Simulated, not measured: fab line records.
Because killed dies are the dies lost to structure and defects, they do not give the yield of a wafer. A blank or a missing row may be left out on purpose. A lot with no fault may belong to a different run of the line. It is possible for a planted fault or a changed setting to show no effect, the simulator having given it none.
A struck lot beside a sound one :: flow sky130 :: 14 out of 708 route steps
Sound: the wafers L983.1, L983.3, L983.5. The struck wafers were L993.3, L993.5, L993.6. At the end, the cause is stated.
Per side, at each step with rows, come the tool, then ch with its chambers, and then its first start. Under that, the readings that differ: sound wafers :: struck wafers :: difference of the means :: sigmas: that difference in standard deviations of wafers without a fault.
alike: readings whose means differ by less than 2 such deviations, and words and numbers that are the same on both sides. not compared: withheld readings, readings that some wafer has no value for, bounds like >300 that may hide the same value, and numbers for which the record gives no deviation and whose values overlap.
The two part at a step that has a row with sigmas, a row that says differs or no value, or rows on one side only. Numbers that don't overlap but have no deviation are shown without sigmas and don't part them. A reading that every wafer of one side lacks parts them only if that side has two wafers or more.

first, 3 steps without rows for these wafers: SKY_METAL2_CLEAN_22 (cleans in IPA, time 180 s); SKY_METAL2_CLEAN_23 (cleans in O3/DIW); SKY_VIA2_HDPCVD_00 (deposits SiO2, target thk 1180 nm, time 196.7 s).
SKY_VIA2_THK_MEAS_01:
  struck on film_metro-03, day 39 11:25; sound on film_metro-03, day 35 20:34
  alike: VIA2_HDPCVD_THK
SKY_VIA2_CMP_02: polishes SiO2.
  sound on cmp-02 ch 1,2,3, day 35 20:37; struck on cmp-02 ch 1,2,3, day 39 11:37
  alike: motor_current_A
SKY_VIA2_BOW_MEAS_03:
  struck on film_metro-03, day 39 11:48; sound on film_metro-02, day 35 20:55
  alike: VIA2_BOW
then, 6 steps without rows for these wafers: SKY_VIA2_DEHYDRATE_04 (time 60 s); SKY_VIA2_HMDS_05 (prime time 60 s); SKY_VIA2_COAT_06 (resist thk 60 nm); SKY_VIA2_COAT_07 (resist thk 450 nm); SKY_VIA2_SOFTBAKE_08 (time 90 s); SKY_VIA2_EXPOSE_09 (exposes mask VIM2, target cd 200 nm).
SKY_VIA2_PEB_10:
  struck on litho_track-04, day 40 11:00; sound on litho_track-03 ch 0, day 36 22:00
reading: exhaust_pa (Pa)
sound: 45.9 45.4 45.3
struck: - - -
difference: no value on the struck wafers
sigmas: 
  not compared: chill_plate_temp_C
then, 1 step without rows for these wafers: SKY_VIA2_DEVELOP_11 (develop time 60 s).

## WHERE THEY PART
SKY_VIA2_PEB_10 only, going by this record.

WHY: the cause the simulator had injected
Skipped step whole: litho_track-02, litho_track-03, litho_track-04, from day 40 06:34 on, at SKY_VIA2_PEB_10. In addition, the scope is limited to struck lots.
